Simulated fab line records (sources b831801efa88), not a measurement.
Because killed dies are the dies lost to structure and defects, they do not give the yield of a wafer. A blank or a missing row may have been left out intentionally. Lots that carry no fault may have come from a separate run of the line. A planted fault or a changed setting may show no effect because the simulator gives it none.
Which tool did it? ; flow gf180mcu ; at 1 step of a route of 602, 7 lots with 21 wafers sampled

WHAT THE GAUGES SHOWED, per wafer
GF_VT_IMPLANT_RS_MEAS_48: uses a four-point probe to measure.
lot;measured;on;LVPWELL_RS (ohm/sq)
L121;day 8 00:08;film_metro-02;1202.1 1203.1 1201.0
L125;day 8 21:06;film_metro-04;1207.4 1204.9 1205.5
L130;day 10 06:59;film_metro-04;1199.1 1201.3 1201.1
L133;day 11 04:53;film_metro-04;1200.3 1198.6 1199.3
L138;day 12 13:31;film_metro-02;1198.5 1201.4 1201.8
L140;day 13 12:09;film_metro-02;1204.1 1205.6 1202.7
L143;day 14 03:46;film_metro-04;1197.6 1201.6 1199.0

EACH LOT AND THE TOOL THAT RAN IT (in order: tool; ch and the chambers of the sampled wafers; start)
Record: no process step prior to these readings.

THE ANSWER, worked out from the rows above alone
Rule: the usual values come from the lots themselves. The widest of any qualifying gaps counts: lots, ordered by their means at a reading, are off when they make up no more than a third of the lots, leave a main group of 4 or more, and stand apart from it by 3 or more times the standard deviation of that group's means. If all means in a main group match to the digits the tables above print for the reading, that group is not used. A lot without any number at a reading at which 4 lots or more have one is off too. The other lots that the step has rows for count as sound.
Nothing can be told from this: no lot is off at any reading shown.

WHAT THE SIMULATOR PUT IN
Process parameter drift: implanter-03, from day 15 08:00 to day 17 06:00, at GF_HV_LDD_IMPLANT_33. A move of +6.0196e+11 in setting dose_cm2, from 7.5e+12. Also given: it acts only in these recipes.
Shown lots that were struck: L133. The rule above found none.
